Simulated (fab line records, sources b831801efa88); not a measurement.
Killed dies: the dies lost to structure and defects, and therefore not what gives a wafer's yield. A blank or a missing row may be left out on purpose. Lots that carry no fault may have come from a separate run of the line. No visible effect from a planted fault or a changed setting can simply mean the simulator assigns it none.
fab line records	flow sky130
[record] lots = 12	wafers = 36	lastDay = 50
route steps=708 shown VT_ADJUST_PCH@153 SONOS_ONO@173 GATE_OXIDE@189 POLY_GATE@234 PAD_OPEN@708
lots with no fault: from the same line, run without faults
startH: hours from the record's first day to the start of the lot's first wafer shown	waitH: hours from the lot's prior step to this one	" unchanged from the row above	L1.1+2: a row that stands for several wafers	- no value, or no start given	* or withheld: withheld	< > ~ a bound
route shown NAME@n: names a module that has steps shown in the file, with the first one's number in the route	usual: mean/standard deviation taken from wafers without a fault	same: alike in all rows	chamber/n: place in a boat	sites: per-site readings	_std_site: how widely they spread, as a standard deviation	_edge_site: inner sites' mean taken away from outer sites' mean	radiusMm: for every site, how far away it sits from the centre of the wafer	mask NAME#n: copy n	behind: the tool/chamber that last shaped the wafer	hold: why the lot went on hold/how many hours it stayed there/how the hold came to an end	device: which transistor (n, p or np) failed to switch	end of line: the tests these same wafers got at the end of their route	a step given without rows: its recipe and nothing more	killed: dies lost to structure and defects at the first sort, not the wafer's yield	map: per-die view of a wafer (x killed, . not killed, _ where there is no die)
set.NAME: the run value of the setting; set.NAME@STEP: its run value at that earlier step	model.NAME: the simulator's own value behind a step, which no gauge read
one table for each step of the route and one row for each wafer, over a sample of lots
services: the hour from which a tool's chamber was out of use, counted from the record's first day as startH (under 0 if before that day), plus the number of hours and why
[[steps]]
[step SKY_VT_ADJUST_PCH_TW_MEAS_10]
[usual] VT_ADJUST_PCH_TW = 143.1/0.94
lot.wafer	tool	chamber	startH	waitH	VT_ADJUST_PCH_TW
L654.2	filmMetro-03	-	236.25	0.1	141.7
L654.4	"	-	"	"	142.0
L654.6	"	-	"	"	143.0
L656.2	filmMetro-03	-	251.60	0.1	141.2
L656.5	"	-	"	"	140.7
L656.6	"	-	"	"	141.4
L657.1	filmMetro-01	-	257.54	0.1	142.9
L657.5	"	-	"	"	143.5
L657.6	"	-	"	"	143.4
L658.1	filmMetro-01	-	266.14	0.1	143.1
L658.2	"	-	"	"	142.1
L658.5	"	-	"	"	143.1
L659.1	filmMetro-01	-	274.14	0.1	143.6
L659.4	"	-	"	"	142.8
L659.5	"	-	"	"	143.1
L661.3	filmMetro-01	-	288.36	0.1	143.4
L661.4	"	-	"	"	143.8
L661.5	"	-	"	"	143.8
L665.1	filmMetro-02	-	319.49	0.1	142.9
L665.5	"	-	"	"	143.6
L665.6	"	-	"	"	143.3
L666.2	filmMetro-01	-	326.80	0.1	144.1
L666.4	"	-	"	"	144.1
L666.5	"	-	"	"	143.4
L667.3	filmMetro-01	-	333.81	0.1	143.4
L667.4	"	-	"	"	144.3
L667.5	"	-	"	"	144.5
L671.1	filmMetro-02	-	370.10	0.1	143.9
L671.4	"	-	"	"	144.5
L671.5	"	-	"	"	144.2
L674.4	filmMetro-01	-	392.07	0.1	144.1
L674.5	"	-	"	"	143.9
L674.6	"	-	"	"	143.9
L676.1	filmMetro-02	-	417.45	0.1	142.8
L676.4	"	-	"	"	142.6
L676.6	"	-	"	"	142.1
[step SKY_SONOS_ONO_THK_MEAS_05]
[recipe] reads = SiO2_of_SONOS_ONO_CVD_04
[usual] SONOS_ONO_CVD_04_THK = 5.74/0.1
lot.wafer	tool	chamber	startH	waitH	SONOS_ONO_CVD_04_THK[nm]
L654.2	filmMetro-03	-	266.78	0.0	5.81
L654.4	"	-	"	"	5.80
L654.6	"	-	"	"	5.68
L656.2	filmMetro-03	-	285.18	0.0	5.67
L656.5	"	-	"	"	5.65
L656.6	"	-	"	"	5.70
L657.1	filmMetro-02	-	288.63	0.0	5.77
L657.5	"	-	"	"	5.76
L657.6	"	-	"	"	5.68
L658.1	filmMetro-03	-	298.60	0.0	5.74
L658.2	"	-	"	"	5.86
L658.5	"	-	"	"	5.94
L659.1	filmMetro-04	-	309.90	0.0	5.72
L659.4	"	-	"	"	5.63
L659.5	"	-	"	"	5.70
L661.3	filmMetro-02	-	319.11	0.0	5.80
L661.4	"	-	"	"	5.81
L661.5	"	-	"	"	5.85
L665.1	filmMetro-03	-	353.33	0.0	5.71
L665.5	"	-	"	"	5.82
L665.6	"	-	"	"	5.67
L666.2	filmMetro-04	-	359.97	0.0	5.85
L666.4	"	-	"	"	5.95
L666.5	"	-	"	"	5.94
L667.3	filmMetro-03	-	366.49	0.0	5.76
L667.4	"	-	"	"	5.78
L667.5	"	-	"	"	5.73
L671.1	filmMetro-04	-	405.10	0.0	5.57
L671.4	"	-	"	"	5.51
L671.5	"	-	"	"	5.49
L674.4	filmMetro-04	-	429.49	0.0	5.66
L674.5	"	-	"	"	5.57
L674.6	"	-	"	"	5.65
L676.1	filmMetro-03	-	453.68	0.0	5.79
L676.4	"	-	"	"	5.76
L676.6	"	-	"	"	5.71
[step SKY_GATE_OXIDE_THK_MEAS_02]
[recipe] reads = SiO2_of_GATE_OXIDE_OXIDATION_01
[usual] GATE_OXIDE_OXIDATION_00_THK = 10.28/0.2
lot.wafer	tool	chamber	startH	waitH	GATE_OXIDE_OXIDATION_00_THK[nm]
L654.2	filmMetro-04	-	294.40	0.0	10.56
L654.4	"	-	"	"	10.66
L654.6	"	-	"	"	10.54
L656.2	filmMetro-02	-	314.81	0.0	10.43
L656.5	"	-	"	"	10.29
L656.6	"	-	"	"	10.26
L657.1	filmMetro-02	-	318.80	0.0	10.22
L657.5	"	-	"	"	10.17
L657.6	"	-	"	"	10.36
L658.1	filmMetro-01	-	328.43	0.0	10.15
L658.2	"	-	"	"	10.21
L658.5	"	-	"	"	10.16
L659.1	filmMetro-01	-	339.58	0.0	10.47
L659.4	"	-	"	"	10.39
L659.5	"	-	"	"	10.59
L661.3	filmMetro-01	-	348.31	0.0	10.52
L661.4	"	-	"	"	10.53
L661.5	"	-	"	"	10.23
L665.1	filmMetro-04	-	383.51	0.0	10.12
L665.5	"	-	"	"	10.15
L665.6	"	-	"	"	10.18
L666.2	filmMetro-01	-	391.28	0.0	10.31
L666.4	"	-	"	"	10.22
L666.5	"	-	"	"	10.20
L667.3	filmMetro-02	-	400.80	0.0	9.95
L667.4	"	-	"	"	9.88
L667.5	"	-	"	"	9.68
L671.1	filmMetro-01	-	437.58	0.0	10.23
L671.4	"	-	"	"	10.27
L671.5	"	-	"	"	10.26
L674.4	filmMetro-02	-	461.98	0.0	10.06
L674.5	"	-	"	"	10.07
L674.6	"	-	"	"	10.16
L676.1	filmMetro-02	-	486.29	0.0	10.17
L676.4	"	-	"	"	10.14
L676.6	"	-	"	"	10.27
[step SKY_POLY_GATE_OXIDATION_20]
[recipe] tempC = 850	ambient = O2	stabiliseS = 600	purgeS = 300	targetThkA = 40	oxTimeS = 899
[usual] oxTempC = 850.0/0.37	spikeTcBottomC = 867.3/2.7	spikeTcTopC = 862.2/2.9	tube_center_temp_C_max = 852.2/0.34	zonePowerBottomPct = 25.8/1.3
lot.wafer	tool	chamber	startH	waitH	oxTempC	spikeTcBottomC	spikeTcTopC	tube_center_temp_C_max	zonePowerBottomPct
L654.2	furnace-01	0	384.53	1.1	849.9	869.1	861.6	852.3	24.2
L654.4	"	0	"	"	849.6	869.1	859.3	852.5	24.2
L654.6	"	0	"	"	849.8	870.4	858.7	851.9	24.5
L656.2	furnace-02	0	410.23	1.8	849.7	863.8	864.9	852.4	26.8
L656.5	"	0	"	"	850.1	865.0	864.0	851.8	26.9
L656.6	"	0	"	"	850.3	865.3	863.3	851.6	27.3
L657.1	furnace-02	0	412.99	1.6	849.6	864.6	865.1	851.6	27.1
L657.5	"	0	"	"	850.0	863.4	864.2	852.1	27.5
L657.6	"	0	"	"	849.1	864.3	865.4	852.1	26.8
L658.1	furnace-01	0	423.67	1.6	849.9	870.7	861.7	852.0	24.4
L658.2	"	0	"	"	850.3	869.4	857.4	851.8	24.6
L658.5	"	0	"	"	850.4	871.0	860.2	852.5	24.2
L659.1	furnace-01	0	432.71	0.0	849.8	869.3	859.1	852.0	24.7
L659.4	"	0	"	"	849.3	869.6	860.6	852.0	24.2
L659.5	"	0	"	"	850.0	869.3	859.5	852.0	24.4
L661.3	furnace-02	0	443.76	0.0	849.9	863.6	864.1	852.2	27.6
L661.4	"	0	"	"	849.7	863.2	864.5	851.7	27.2
L661.5	"	0	"	"	850.1	865.4	863.6	851.9	26.8
L665.1	furnace-02	0	481.71	0.0	850.2	863.2	865.2	852.5	27.0
L665.5	"	0	"	"	850.7	865.4	865.0	851.9	27.5
L665.6	"	0	"	"	850.5	863.4	865.7	852.0	27.0
L666.2	furnace-02	0	491.50	1.3	849.3	863.5	864.0	851.9	26.8
L666.4	"	0	"	"	849.9	865.1	865.7	852.1	27.2
L666.5	"	0	"	"	850.0	865.4	865.1	852.9	27.1
L667.3	furnace-01	0	499.21	0.0	849.5	868.1	859.3	851.8	24.7
L667.4	"	0	"	"	849.8	868.8	860.6	852.4	24.1
L667.5	"	0	"	"	849.4	868.4	859.0	851.9	24.4
L667.3	furnace-02	0	501.53	1.1	850.1	863.9	865.1	853.2	26.8
L667.4	"	0	"	"	850.3	863.0	865.1	852.5	27.2
L667.5	"	0	"	"	850.2	864.6	863.6	852.0	27.2
L671.1	furnace-01	0	537.21	0.0	849.9	870.6	858.9	852.0	24.4
L671.4	"	0	"	"	850.0	868.6	859.2	852.8	24.8
L671.5	"	0	"	"	849.9	871.7	859.8	851.6	24.5
L674.4	furnace-01	0	561.96	0.0	849.8	869.4	860.2	851.7	24.2
L674.5	"	0	"	"	850.3	869.3	858.6	852.3	24.8
L674.6	"	0	"	"	849.7	870.7	859.6	852.3	24.3
L674.4	furnace-01	0	563.37	0.2	849.8	868.0	858.1	852.0	24.4
L674.5	"	0	"	"	849.9	868.9	859.7	853.0	24.6
L674.6	"	0	"	"	849.9	870.4	857.9	852.3	24.5
L676.1	furnace-01	0	583.74	0.6	850.2	869.8	858.9	852.6	24.4
L676.4	"	0	"	"	850.2	869.4	858.0	852.2	24.5
L676.6	"	0	"	"	849.7	867.6	861.4	851.7	24.7
L676.1	furnace-01	0	585.15	0.2	850.4	869.7	859.9	851.9	24.5
L676.4	"	0	"	"	850.3	870.9	859.1	851.7	24.6
L676.6	"	0	"	"	850.0	870.7	859.9	852.3	24.8
[step SKY_POLY_GATE_THK_MEAS_21]
[recipe] reads = SiO2_of_POLY_GATE_OXIDATION_20
[usual] POLY_GATE_OXIDATION_THK = 3.99/0.092
lot.wafer	tool	chamber	startH	waitH	POLY_GATE_OXIDATION_THK[nm]
L654.2	filmMetro-01	-	385.79	0.0	3.94
L654.4	"	-	"	"	3.87
L654.6	"	-	"	"	3.95
L656.2	filmMetro-03	-	411.49	0.0	4.02
L656.5	"	-	"	"	4.06
L656.6	"	-	"	"	4.07
L657.1	filmMetro-01	-	414.24	0.0	4.11
L657.5	"	-	"	"	4.16
L657.6	"	-	"	"	4.13
L658.1	filmMetro-02	-	424.92	0.0	4.07
L658.2	"	-	"	"	4.06
L658.5	"	-	"	"	4.02
L659.1	filmMetro-03	-	433.96	0.0	4.15
L659.4	"	-	"	"	4.18
L659.5	"	-	"	"	4.28
L661.3	filmMetro-03	-	445.03	0.0	3.94
L661.4	"	-	"	"	3.92
L661.5	"	-	"	"	3.95
L665.1	filmMetro-01	-	482.96	0.0	3.98
L665.5	"	-	"	"	4.02
L665.6	"	-	"	"	3.98
L666.2	filmMetro-02	-	492.76	0.0	3.97
L666.4	"	-	"	"	4.01
L666.5	"	-	"	"	3.95
L667.3	filmMetro-01	-	502.80	0.0	6.34
L667.4	"	-	"	"	6.31
L667.5	"	-	"	"	6.43
L671.1	filmMetro-01	-	538.46	0.0	4.03
L671.4	"	-	"	"	4.03
L671.5	"	-	"	"	4.01
L674.4	filmMetro-03	-	565.03	0.4	6.69
L674.5	"	-	"	"	6.72
L674.6	"	-	"	"	6.65
L676.1	filmMetro-02	-	586.40	0.0	6.55
L676.4	"	-	"	"	6.53
L676.6	"	-	"	"	6.61
[step SKY_PAD_OPEN_PROBE_99]
[usual] killed_at_M0_to_M3 = 43/7.2	killed_at_M4_up = 3.0/2	killedAtContacts = 24/5.5	killedAtFrontEnd = 15/4.2	killedAtOther = 0.3/0.51	killedDies = 85/10	killedOpen = 46/7.3	killedShort = 38/6.4
[same] grossDies = 492	killedAtBackSide = 0
lot.wafer	tool	chamber	startH	waitH	killed_at_M0_to_M3	killed_at_M4_up	killedAtContacts	killedAtFrontEnd	killedAtOther	killedDies	killedOpen	killedShort
L657.1	prober-02	-	1111.25	0.1	45	5	25	18	0	93	49	44
L657.5	prober-02	-	1111.45	0.2	48	3	27	12	0	90	45	45
L657.6	prober-02	-	1111.50	0.2	56	0	26	13	0	95	54	41
L667.3	prober-01	-	1163.05	0.2	47	3	15	15	0	80	43	37
L674.4	prober-02	-	1197.74	0.2	56	3	16	21	1	97	52	45
L674.6	prober-02	-	1197.84	0.2	43	3	24	13	0	83	45	38
L676.4	prober-01	-	1211.13	0.2	29	1	14	20	0	64	32	32
L676.6	prober-01	-	1211.23	0.2	47	2	15	14	0	78	44	34
// killed by level:class
L657.1 CONTACT:geometricParticle:short=9 VIA1:geometricParticle:open=9 FIELD_ISO:geometricParticle:short=7 CONTACT:geometricParticle:open=7 VIA2:geometricParticle:open=7 VIA3:geometricParticle:open=6 FIELD_ISO:geometricParticle:open=5 POLY_GATE:geometricParticle:open=5
L657.5 CONTACT:geometricParticle:open=10 METAL1:geometricParticle:short=10 VIA1:geometricParticle:short=7 LI_CONTACT:geometricParticle:open=6 VIA1:geometricParticle:open=6 VIA3:geometricParticle:open=6 CONTACT:geometricParticle:short=5 VIA2:geometricParticle:open=5
L657.6 VIA1:geometricParticle:open=15 CONTACT:geometricParticle:open=9 LI_CONTACT:geometricParticle:open=8 METAL2:geometricParticle:short=7 METAL3:geometricParticle:short=7 VIA3:geometricParticle:open=6 METAL1:geometricParticle:short=5 VIA2:geometricParticle:open=5
L667.3 VIA1:geometricParticle:open=14 VIA2:geometricParticle:open=9 METAL1:geometricParticle:short=7 CONTACT:geometricParticle:short=5 FIELD_ISO:geometricParticle:short=4 VIA1:geometricParticle:short=4 FIELD_ISO:geometricParticle:open=3 VIA3:geometricParticle:open=3
L674.4 VIA1:geometricParticle:open=17 POLY_GATE:geometricParticle:short=7 VIA3:geometricParticle:open=6 VIA1:geometricParticle:short=5 POLY_GATE:geometricParticle:open=5 LI_CONTACT:geometricParticle:open=5 CONTACT:geometricParticle:open=5 METAL2:geometricParticle:short=5
L674.6 LI_CONTACT:geometricParticle:open=8 VIA3:geometricParticle:open=8 CONTACT:geometricParticle:open=7 LOCAL_INTERCONNECT:geometricParticle:short=6 METAL1:geometricParticle:short=5 VIA1:geometricParticle:open=5 VIA2:geometricParticle:open=5 METAL3:geometricParticle:short=4
L676.4 VIA1:geometricParticle:open=10 CONTACT:geometricParticle:open=7 METAL2:geometricParticle:short=6 POLY_GATE:geometricParticle:short=5 VIA3:geometricParticle:open=5 POLY_GATE:geometricParticle:open=4 VIA2:geometricParticle:short=4 FIELD_ISO:geometricParticle:short=3
L676.6 VIA1:geometricParticle:open=12 VIA2:geometricParticle:open=8 CONTACT:geometricParticle:open=7 VIA1:geometricParticle:short=6 POLY_GATE:geometricParticle:open=5 CONTACT:geometricParticle:short=5 METAL2:geometricParticle:short=5 VIA3:geometricParticle:open=5
[[services]]
tool	chamber	startH	hours	kind
furnace-02	-	371.83	1.2	repair
furnace-01	-	477.90	3.2	pm
furnace-01	-	509.75	3.0	pm
furnace-02	-	545.28	3.5	pm
[[key]]
[firstSign] step = SKY_POLY_GATE_OXIDATION_20	reading = visit	direction = added
[effect] step = SKY_POLY_GATE_THK_MEAS_21	reading = POLY_GATE_OXIDATION_THK	direction = up	sigmas = 28	usual = 3.99	struck = 6.54
metAt SKY_POLY_GATE_OXIDATION_20
struckLots L667,L674,L676
testerLeftOut L667,L674,L676
notActingAt SKY_VT_ADJUST_PCH_TW_MEAS_10,SKY_SONOS_ONO_THK_MEAS_05,SKY_GATE_OXIDE_THK_MEAS_02
[fault] kind = repeatedStepWhole	tool = furnace-01,furnace-02	chamber = -	onsetH = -	steps = SKY_POLY_GATE_OXIDATION_20	times = 1	scope = struckLotsOnly
// testerLeftOut: of these lots the tester's yield and bins aren't shown, on N5 and GAA mostly nor the transistor test; their killed dies are dies lost to structure and defects alone, not to doping, threshold or leakage, so they don't give the yield
